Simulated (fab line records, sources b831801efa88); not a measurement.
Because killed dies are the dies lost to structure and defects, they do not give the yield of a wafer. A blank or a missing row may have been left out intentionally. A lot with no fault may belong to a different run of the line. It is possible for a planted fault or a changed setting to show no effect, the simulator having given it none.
Struck lot and sound lot, side by side    flow sky130    15 out of 708 route steps
Sound: these wafers, L827.3, L827.5, L827.6. Wafers struck: L833.1, L833.2, L833.4. The cause comes at the end.
For every step that has rows: the tool of each side, followed by ch and its chambers, followed by its first start. Under that, the readings that differ: sound wafers    struck wafers    difference of the means    sigmas: that difference in standard deviations of wafers without a fault.
alike: words and numbers the same on both sides, and readings whose means are apart by under 2 such deviations; not compared: readings that were withheld, readings missing a value for some wafer, numbers with overlapping values and no deviation given by the record, and bounds like >300 which may hide the same value.
The two part at a step that has a row with sigmas, a row that says differs or no value, or rows on one side only. Numbers that have no deviation but don't overlap get no sigmas and don't part them. A reading that every wafer of one side lacks parts them only if that side has two wafers or more.

first, 3 steps without rows for these wafers: SKY_SONOS_TUNNEL_EXPOSE_04 (exposes mask TUNM, target cd 410 nm); SKY_SONOS_TUNNEL_PEB_05; SKY_SONOS_TUNNEL_DEVELOP_06 (develop time 60 s).
SKY_SONOS_TUNNEL_CD_MEAS_07 targets a cd of 410 nm.
  sound on cd_sem-01, day 13 06:28; struck on cd_sem-02, day 15 04:04
  alike: cd_nm
SKY_SONOS_TUNNEL_OVL_MEAS_08:
  sound on overlay-01, day 13 13:55; struck on overlay-02, day 15 04:11
  alike: SONOS_TUNNEL_OVL
then, 3 steps without rows for these wafers: SKY_SONOS_TUNNEL_IMPLANT_09; SKY_SONOS_TUNNEL_WET_ETCH_10 (etches SiO2 in dHF, target depth 14 nm, time 280 s); SKY_SONOS_TUNNEL_STRIP_11 (strips in SPM, time 600 s).
SKY_SONOS_TUNNEL_TW_MEAS_12:
  sound on film_metro-03, day 13 14:22; struck on film_metro-02, day 15 04:39
  alike: SONOS_TUNNEL_TW
then, 2 steps without rows for these wafers: SKY_SONOS_TUNNEL_CLEAN_13 (cleans in dHF, time 20 s); SKY_SONOS_ONO_OXIDATION_00 (stabilise 600 s, purge 300 s, target thk 2.6 nm).
SKY_SONOS_ONO_THK_MEAS_01:
  sound on film_metro-02, day 13 16:25; struck on film_metro-02, day 15 06:04
  alike: SONOS_ONO_OXIDATION_THK
SKY_SONOS_ONO_CVD_02: deposits Si3N4 from DCS/NH3, target thk 10.5 nm, time 180 s.
  sound on lpcvd-02 ch 1, day 14 09:45; struck on lpcvd-02 ch 0, day 15 07:29
reading                                      sound              struck             difference  sigmas
spike_tc_centre_C (C)                        769.1 770.1 770.3  785.0 784.2 784.5  +14.7       +11
zone_power_centre_pct (%)                    14.8 15.1 15.1     17.8 17.6 17.5     +2.6        +5
zone_power_lower_pct (%)                     13.21 13.44 13.33  11.26 11.27 11.24  -2.07       -8
zone_power_upper_pct (%)                     14.1 14.0 14.3     10.9 11.1 11.2     -3.1        -4
model.Si3N4_of_SONOS_ONO_CVD_02.thk_nm (nm)  10.49 10.54 10.55  10.76 10.76 11.09  +0.34       
  alike: pressure_mtorr
SKY_SONOS_ONO_THK_MEAS_03:
  sound on film_metro-01, day 14 10:49; struck on film_metro-02, day 15 08:45
reading                    sound              struck             difference  sigmas
SONOS_ONO_CVD_02_THK (nm)  10.52 10.54 10.54  10.76 10.70 11.12  +0.33       +3
  not compared: hold
-- the record jumps here: 33 days lie between the struck wafers' starts before and after (it left off in module SONOS_ONO and takes up again in module PAD_OPEN, whose first step shown is number 708 of the route) --
SKY_PAD_OPEN_PROBE_99:
  sound on prober-01, day 48 09:34; struck on prober-02, day 48 17:08
reading                                sound                 struck                difference  sigmas
model.etest.cap_ono.gate_log10_a_cm2   -8.523 -8.391 -8.294  -8.6 -8.624 -8.816    -0.3        
model.etest.cap_ono.tox_acc_nm (nm)    13.35 13.29 13.23     13.38 13.41 13.62     +0.18       
model.etest.sonos_programmed.vt_v (V)  1.282 1.254 1.254     1.193 1.186 1.015     -0.132      
model.etest.sonos_erased.vt_v (V)      -2.124 -2.136 -2.192  -2.087 -2.053 -1.949  +0.121      
  alike: killed_at_M0_to_M3, killed_at_M4_up, killed_at_contacts, killed_at_front_end, killed_at_other, killed_dies, killed_on_rim, killed_open, killed_short
  not compared: model.etest.sonos_erased.drive_ua_um, model.etest.sonos_programmed.off_log10_a_um, model.etest.cap_ono.gate_bv_v, model.etest.sonos_baked.vt_v

WHERE THEY PART
Last at SKY_SONOS_ONO_THK_MEAS_03 as far as this record goes, first at SKY_SONOS_ONO_CVD_02. Later steps at which nothing parts them and some readings are alike: SKY_PAD_OPEN_PROBE_99.

WHY: what the simulator had put in
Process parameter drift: lpcvd-02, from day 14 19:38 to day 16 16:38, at SKY_SONOS_ONO_CVD_02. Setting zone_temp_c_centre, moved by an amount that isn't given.
